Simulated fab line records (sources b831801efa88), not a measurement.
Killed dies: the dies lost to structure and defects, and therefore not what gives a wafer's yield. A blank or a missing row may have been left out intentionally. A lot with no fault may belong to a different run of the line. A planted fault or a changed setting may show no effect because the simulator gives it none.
A struck lot beside a sound one | flow sky130 | 16 steps out of a route of 708
Sound: the wafers L194.2, L194.4, L194.5. Struck: wafers L190.3, L190.6. (L190.5 of the same lot was not struck and is left out.) The cause comes at the end.
For every step that has rows: the tool of each side, followed by ch and its chambers, followed by its first start. Under that, the readings that differ: sound wafers | struck wafers | difference of the means | sigmas: that difference in standard deviations of wafers without a fault.
alike: a reading whose means differ by less than 2 such deviations, as well as words and numbers matching on both sides. not compared: withheld readings; readings where some wafer has no value; bounds like >300 that might hide an equal value; numbers whose values overlap and for which the record gives no deviation.
The two part at a step that has a row with sigmas, a row that says differs or no value, or rows on one side only. Numbers that have no deviation but don't overlap get no sigmas and don't part them. A reading that every wafer of one side lacks parts them only if that side has two wafers or more.

SKY_METAL1_THK_MEAS_06: measures by xrf.
  sound on film metro-01, day 36 17:58; struck on film metro-04, day 35 16:15
  alike: METAL1_ALCU_THK
then, 8 steps without rows for these wafers: SKY_METAL1_DEHYDRATE_07 (time 60 s); SKY_METAL1_HMDS_08 (prime time 60 s); SKY_METAL1_COAT_09 (resist thk 60 nm); SKY_METAL1_COAT_10 (resist thk 450 nm); SKY_METAL1_SOFTBAKE_11 (time 90 s); SKY_METAL1_EXPOSE_12 (exposes mask MM1, target cd 140 nm); SKY_METAL1_PEB_13; SKY_METAL1_DEVELOP_14 (develop time 60 s).
SKY_METAL1_CD_MEAS_15: target cd 140 nm.
  sound on cd sem-01, day 37 20:41; struck on cd sem-02, day 36 18:52
  reading    | sound             | struck      | difference | sigmas
  cd nm (nm) | 141.2 140.3 142.1 | 138.1 137.5 | -3.4       | -2
SKY_METAL1_OVL_MEAS_16:
  sound on overlay-01, day 37 20:48; struck on overlay-01, day 36 18:57
  alike: METAL1_OVL
SKY_METAL1_DESCUM_17: chemistry O2, time 8 s.
  sound on rie metal-03 ch 0,1, day 37 20:50; struck on rie metal-04 ch 1, day 36 18:59
  alike: chamber pressure mTorr, drypump motor current A, he backside leak sccm, oes product au
  not compared: rf hours counter h
SKY_METAL1_ETCH_18: etches BARC in N2/H2, stops on SiO2, time 45.9 s, target depth 60 nm.
  sound on rie metal-03 ch 0,1, day 37 20:52; struck on rie metal-04 ch 1, day 36 19:02
  reading                                       | sound             | struck      | difference | sigmas
  rf fwd power W (W)                            | 496.1 498.1 493.3 | 411.0 411.2 | -84.7      | -45
  model.KrF-thick_of_METAL1_COAT_10.thk nm (nm) | 391.6 389.8 391.1 | 397.7 397.6 | +6.8       |
  alike: bias w, chamber pressure mTorr, drypump motor current A, he backside leak sccm, oes product au, throttle valve pct
  not compared: rf hours counter h
SKY_METAL1_METAL_ETCH_19: etches the open film in Cl2/BCl3, stops on SiO2, target depth 360 nm, time 78 s.
  sound on rie metal-03 ch 0,1, day 37 20:55; struck on rie metal-04 ch 1, day 36 19:06
  reading            | sound             | struck      | difference | sigmas
  rf fwd power W (W) | 897.9 897.3 894.7 | 888.3 892.8 | -6.1       | -2
  alike: bias w, chamber pressure mTorr, drypump motor current A, he backside leak sccm, oes product au, throttle valve pct
  not compared: rf hours counter h, model.KrF-thick_of_METAL1_COAT_10.thk nm
SKY_METAL1_STRIP_20: strips in O2/N2.
  sound on plasma asher-03 ch 0, day 37 21:01; struck on plasma asher-02 ch 1, day 36 19:11
  alike: chamber pressure mTorr, drypump motor current A, o2 flow sccm, oes product au, strip time to endpoint s
  not compared: rf hours counter h
-- the record jumps here: 12 days lie between the struck wafers' starts before and after (it left off in module METAL1 and takes up again in module PAD_OPEN, whose first step shown is number 708 of the route) --
SKY_PAD_OPEN_PROBE_99:
  sound on prober-02, day 49 20:55; struck on prober-02, day 49 02:58
  alike: defect limited yield, killed_at_M0_to_M3, killed_at_M4_up, killed at contacts, killed at front end, killed at other, killed dies, killed open, killed short, sort_bin_3_pad_short, sort_bin_5_function, sort_bin_6_memory, sort n pass, sort yield pct

== WHERE THEY PART ==
At SKY_METAL1_CD_MEAS_15 first; at SKY_METAL1_METAL_ETCH_19 last (within this record only). Later steps at which nothing parts them and some readings are alike: SKY_METAL1_STRIP_20, SKY_PAD_OPEN_PROBE_99.

WHY: whatever the simulator had introduced
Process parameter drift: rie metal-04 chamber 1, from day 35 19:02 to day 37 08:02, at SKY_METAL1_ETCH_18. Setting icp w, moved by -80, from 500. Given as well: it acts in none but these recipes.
